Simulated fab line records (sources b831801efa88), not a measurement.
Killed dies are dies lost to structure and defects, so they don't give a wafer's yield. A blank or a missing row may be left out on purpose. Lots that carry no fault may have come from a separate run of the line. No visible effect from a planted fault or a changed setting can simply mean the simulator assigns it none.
The tool behind it: which one? + flow gf180mcu + 36 wafers from 12 lots sampled at 2 of the route's 602 steps

== WHAT THE GAUGES SHOWED, per wafer ==
GF_V3_CD_MEAS_14 targets a cd of 260 nm. Usual: cd nm at 259.8 nm, with a standard deviation of 1.1.
| lot  | measured     | on        | cd nm (nm)        | flag |
|------|--------------|-----------|-------------------|------|
| L323 | day 22 05:25 | cd sem-02 | 259.4 259.8 259.5 |      |
| L324 | day 23 03:05 | cd sem-02 | 259.0 259.0 259.0 |      |
| L325 | day 23 05:46 | cd sem-02 | 262.1 261.1 261.6 |      |
| L326 | day 23 08:34 | cd sem-01 | 258.9 258.7 258.9 |      |
| L327 | day 24 03:35 | cd sem-02 | 259.7 260.3 261.3 |      |
| L328 | day 24 17:38 | cd sem-02 | 259.3 259.3 259.0 |      |
| L330 | day 25 00:48 | cd sem-01 | 259.3 259.3 259.4 |      |
| L331 | day 25 09:27 | cd sem-02 | 261.7 260.3 260.8 |      |
| L333 | day 25 23:50 | cd sem-01 | 259.6 261.1 260.5 |      |
| L336 | day 26 21:57 | cd sem-02 | 261.3 260.3 260.0 |      |
| L341 | day 28 10:49 | cd sem-02 | 259.5 258.7 259.4 |      |
| L345 | day 29 09:26 | cd sem-02 | 258.9 258.7 261.0 |      |

GF_V3_OVL_MEAS_15. Usual: for V3_OVL the level is 0 nm and the standard deviation is 6.1.
| lot  | measured     | on         | V3_OVL (nm) | flag |
|------|--------------|------------|-------------|------|
| L323 | day 22 05:32 | overlay-01 | -2 -8 -9    |      |
| L324 | day 23 03:12 | overlay-01 | 1 7 3       |      |
| L325 | day 23 05:53 | overlay-01 | -2 -8 -3    |      |
| L326 | day 23 08:40 | overlay-01 | 12 13 12    |      |
| L327 | day 24 03:43 | overlay-02 | -4 -13 -10  |      |
| L328 | day 24 17:44 | overlay-02 | 1 4 4       |      |
| L330 | day 25 00:55 | overlay-01 | 3 2 -4      |      |
| L331 | day 25 09:34 | overlay-01 | -3 6 3      |      |
| L333 | day 25 23:57 | overlay-01 | 2 7 -1      |      |
| L336 | day 26 22:04 | overlay-02 | -6 -6 3     |      |
| L341 | day 28 10:55 | overlay-02 | -3 -6 -2    |      |
| L345 | day 29 09:32 | overlay-01 | 1 -5 5      |      |

== EACH LOT AND THE TOOL THAT RAN IT (in order: tool; ch and the chambers of the sampled wafers; start) ==
The record shows no process step preceding these readings.

== WHAT THE TOOLS THEMSELVES READ (means of the sampled wafers that have a number; where no wafer has one, the mark that the record gives instead) ==
The record holds no such reading with a usual standard deviation.

== THE ANSWER, worked out from the rows above alone ==
Rule: take the mean of a lot's wafers that have a number; if it is more than 3 standard deviations from the usual mean, the lot is off. A lot without any number at a reading at which 4 lots or more have one is off too. Any other lot the step has rows for is counted as sound. First the gauges in route order, then the tools' own readings, where a lot's mean is used as printed above. At the first step where some lot is off, the reading lying furthest off is the one used; lots without a number count as furthest.
No lot is off on any of the readings shown, so nothing can be concluded from this.

== WHAT WAS PUT IN BY THE SIMULATOR ==
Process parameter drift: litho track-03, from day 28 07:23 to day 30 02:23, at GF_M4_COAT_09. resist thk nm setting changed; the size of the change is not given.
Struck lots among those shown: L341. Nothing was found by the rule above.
